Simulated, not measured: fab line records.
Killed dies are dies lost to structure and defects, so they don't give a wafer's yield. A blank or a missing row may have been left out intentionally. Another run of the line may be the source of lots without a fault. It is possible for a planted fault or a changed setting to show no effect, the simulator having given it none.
A sampling plan put to the test	flow sky130	12 faults told of in these records, all on one fab line, each judged by the records of the lots it struck
Plan = the line's own looks (route steps where a gauge or an inspection reads the wafer without altering it). Where struck wafers have a number at a look and the file lists that look's usual mean and standard deviation on fault-free wafers, the look can be judged. Caught: the struck wafers' mean, at a look after the fault's first step, is 4 or more of those standard deviations (sigma) away from the usual mean. On the tool: the identical test, applied to the tool's own readings at the steps of the fault. If the struck wafers alone have a blank record, or they carry another recipe, that too counts as caught.

THE FAULTS, as the simulator had put them in
1. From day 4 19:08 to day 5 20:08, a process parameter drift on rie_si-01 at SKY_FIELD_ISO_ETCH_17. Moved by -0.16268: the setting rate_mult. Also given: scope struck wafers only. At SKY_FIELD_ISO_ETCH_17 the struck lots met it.
2. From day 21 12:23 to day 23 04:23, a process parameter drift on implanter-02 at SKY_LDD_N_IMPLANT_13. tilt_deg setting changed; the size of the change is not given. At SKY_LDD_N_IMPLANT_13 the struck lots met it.
3. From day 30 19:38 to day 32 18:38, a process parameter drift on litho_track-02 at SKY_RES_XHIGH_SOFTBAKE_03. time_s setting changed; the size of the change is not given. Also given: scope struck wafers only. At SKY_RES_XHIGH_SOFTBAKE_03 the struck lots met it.
4. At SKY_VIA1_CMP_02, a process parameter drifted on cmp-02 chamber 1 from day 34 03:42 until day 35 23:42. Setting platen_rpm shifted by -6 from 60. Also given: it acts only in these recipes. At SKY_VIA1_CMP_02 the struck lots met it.
5. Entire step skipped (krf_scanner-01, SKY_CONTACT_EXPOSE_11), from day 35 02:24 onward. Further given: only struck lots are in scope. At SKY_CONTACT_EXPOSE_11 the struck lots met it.
6. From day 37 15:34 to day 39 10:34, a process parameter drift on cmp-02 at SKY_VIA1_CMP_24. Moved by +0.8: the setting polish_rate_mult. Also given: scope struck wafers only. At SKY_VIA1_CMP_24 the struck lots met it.
7. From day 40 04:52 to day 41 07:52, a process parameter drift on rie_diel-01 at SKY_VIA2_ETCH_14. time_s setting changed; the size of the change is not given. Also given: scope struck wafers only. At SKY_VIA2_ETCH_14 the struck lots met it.
8. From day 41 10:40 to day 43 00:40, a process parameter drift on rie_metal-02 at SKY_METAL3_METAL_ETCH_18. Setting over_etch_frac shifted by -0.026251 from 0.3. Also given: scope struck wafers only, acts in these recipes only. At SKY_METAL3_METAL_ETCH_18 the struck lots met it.
9. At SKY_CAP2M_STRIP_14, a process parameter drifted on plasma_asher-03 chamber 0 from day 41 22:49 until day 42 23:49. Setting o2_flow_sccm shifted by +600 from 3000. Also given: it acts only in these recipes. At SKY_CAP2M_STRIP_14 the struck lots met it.
10. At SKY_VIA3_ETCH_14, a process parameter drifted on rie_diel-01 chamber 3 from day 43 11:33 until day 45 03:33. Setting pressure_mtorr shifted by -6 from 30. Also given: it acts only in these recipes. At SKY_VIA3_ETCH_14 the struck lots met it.
11. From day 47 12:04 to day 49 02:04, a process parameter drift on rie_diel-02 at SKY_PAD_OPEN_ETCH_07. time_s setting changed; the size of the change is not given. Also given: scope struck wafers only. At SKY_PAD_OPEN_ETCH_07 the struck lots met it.
12. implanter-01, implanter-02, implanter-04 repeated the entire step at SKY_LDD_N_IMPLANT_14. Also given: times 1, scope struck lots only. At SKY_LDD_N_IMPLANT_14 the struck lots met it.

WHAT THE PLAN SAW
fault	on the tool itself	first look that catches it	reading, sigma	median hours from its first step to that look	hours from the fault's start to the first struck lot there	judged looks passed uncaught
1	oes_product_au -9.6 sigma	none of the 2 looks that can be judged after it	-	-	-	2
2	tilt_deg -99 or beyond sigma	not the one look that can be judged after it	-	-	-	1
3	run_length_s +37 sigma	no look after it can be judged	-	-	-	0
4	platen_rpm -99 or beyond sigma	not the one look that can be judged after it	-	-	-	1
5	no reading that can be judged	no look after it can be judged	-	-	-	0
6	time_to_endpoint_s -9.5 sigma	not the one look that can be judged after it	-	-	-	1
7	oes_product_au +24 sigma	no look after it can be judged	-	-	-	0
8	under 2 sigma	no look after it can be judged	-	-	-	0
9	o2_flow_sccm +69 sigma	not the one look that can be judged after it	-	-	-	1
10	chamber_pressure_mTorr -99 or beyond sigma	not the one look that can be judged after it	-	-	-	1
11	run_length_s +77 sigma	no look after it can be judged	-	-	-	0
12	under 2 sigma	no look after it can be judged	-	-	-	0
A dash: the fault isn't caught, or these records don't give the number.

Caught at a look: 0 of 12. Caught on the tool: 9 of 12. By one or the other: 9 of 12.
Faults 1, 2, 3, 4, 6, 7, 9, 10, 11 were caught on the tool alone.
Caught by neither: faults 5, 8, 12.
